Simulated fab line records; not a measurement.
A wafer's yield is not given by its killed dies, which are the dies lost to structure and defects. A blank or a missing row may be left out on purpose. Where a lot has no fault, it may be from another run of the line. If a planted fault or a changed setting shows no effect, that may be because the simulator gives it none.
Split-lot study ; flow sfqLine ; route with 325 steps; 5 lots, 12 wafers read

== ABOUT THE SPLIT ==
At SFQ_TRILAYER_M7_LITHO_COAT_182 (resist thk 62 nm), the setting resistThkNm was moved away from the recipe's 62 nm on 3 of the 12 wafers read, by -5.5% to +2.2%. The other wafers ran this setting at the recipe's value.

== FROM THE SPLIT TO THE READING: what the file shows between them, 3 steps ==
- SFQ_TRILAYER_M7_LITHO_COAT_177: resist thk 600 nm
- SFQ_TRILAYER_M7_LITHO_SOFTBAKE_181
- SFQ_TRILAYER_M7_LITHO_DEVELOP_179: time 60 s

== THE READING ==
etch.depthNm (the simulator's own value, which no gauge read), in nm, at SFQ_TRILAYER_M7_BARC_OPEN_METAL_ETCH_229 (etches BARC in O2, target depth 125 nm, time 41.7 s). The file does not state a usual value for it. Across the 9 wafers here that went through the recipe, the average is 62.12 nm and the standard deviation 0.15 nm.

wafer;tool, chamber at the split;resistThkNm as run, nm;against the recipe;etch.depthNm, nm;against lot-mates on the recipe
L074.4;lithoTrack-01, 0;58.57;-5.5%;58.56;-3.31
L074.6;lithoTrack-01, 0;62;recipe;61.87;-
L075.4;lithoTrack-02, 0;62;recipe;61.94;-
L078.1;lithoTrack-01, 0;62;recipe;62.27;-
L078.2;lithoTrack-01, 0;62;recipe;62.16;-
L078.6;lithoTrack-01, 0;62;recipe;62.17;-
L080.5;lithoTrack-02, 0;62;recipe;61.93;-
L084.1;lithoTrack-02, 0;63.35;+2.2%;63.61;+1.37
L084.3;lithoTrack-02, 0;63.35;+2.2%;63.61;+1.37
L084.4;lithoTrack-02, 0;62;recipe;62.19;-
L084.5;lithoTrack-02, 0;62;recipe;62.3;-
L084.6;lithoTrack-02, 0;62;recipe;62.22;-

THE FIT
A straight line over all 12 wafers: etch.depthNm changes by +0.654 nm for each +1% of resistThkNm; r = +0.99; the points scatter about the line by 0.15 nm.
The same after taking each lot's own level away (the mean of its wafers on the recipe; 12 wafers): +0.606 nm for each +1%; r = +1.00; scatter 0.044 nm.
According to that fit, moving resistThkNm by its largest amount changes the reading by 3.4 nm.
The span of the lots' own levels, 61.870 to 62.237 nm, comes to 2.4 times the standard deviation stated above.
The two slopes are in agreement: the lot-to-lot level therefore moves the slope only a little.
Check: for one of the wafers moved furthest among these (-5.5%), held out of the fit, the line's prediction against its lot-mates is -3.49 nm. It came out at -3.31 nm against them.

== THE OTHER SPLITS THESE WAFERS WENT THROUGH ==
Other splits were also applied to these wafers ahead of the reading. Each is held against what the fit with the lots' levels taken away leaves over:
other split on the same wafers;wafers away from the commonest value;r with etch.depthNm (lot level and that fit taken away)
SFQ_TRILAYER_C5_LITHO_PEB_154 pebTimeS;7;+0.04
SFQ_TRILAYER_M6_LITHO_COAT_164 resistThkNm;4;+0.30
SFQ_TRILAYER_I6_CMP_CMP_166 leaveAboveRefNm;3;+0.00
SFQ_TRILAYER_I6_VIA_LITHO_EXPOSE_170 doseMj;4;+0.04

== THE WHOLE CHAIN: every reading that the file lists as answering this split, in the file's order ==
step;what it does;reading;change (the file's fit);r (the file's)
SFQ_TRILAYER_M7_LITHO_COAT_182;resist thk 62 nm;BARC_of_TRILAYER_M7_LITHO_COAT_182.thkNm (the simulator's own value, which no gauge read);+0.631 nm for each +1% of the setting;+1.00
SFQ_TRILAYER_M7_BARC_OPEN_METAL_ETCH_229;etches BARC in O2, target depth 125 nm, time 41.7 s;etch.depthNm (the simulator's own value, which no gauge read);+0.607 nm for each +1% of the setting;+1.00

== FILE'S OWN FIT ==
etch.depthNm changes by +0.607 nm for each +1% of resistThkNm, r = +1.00.
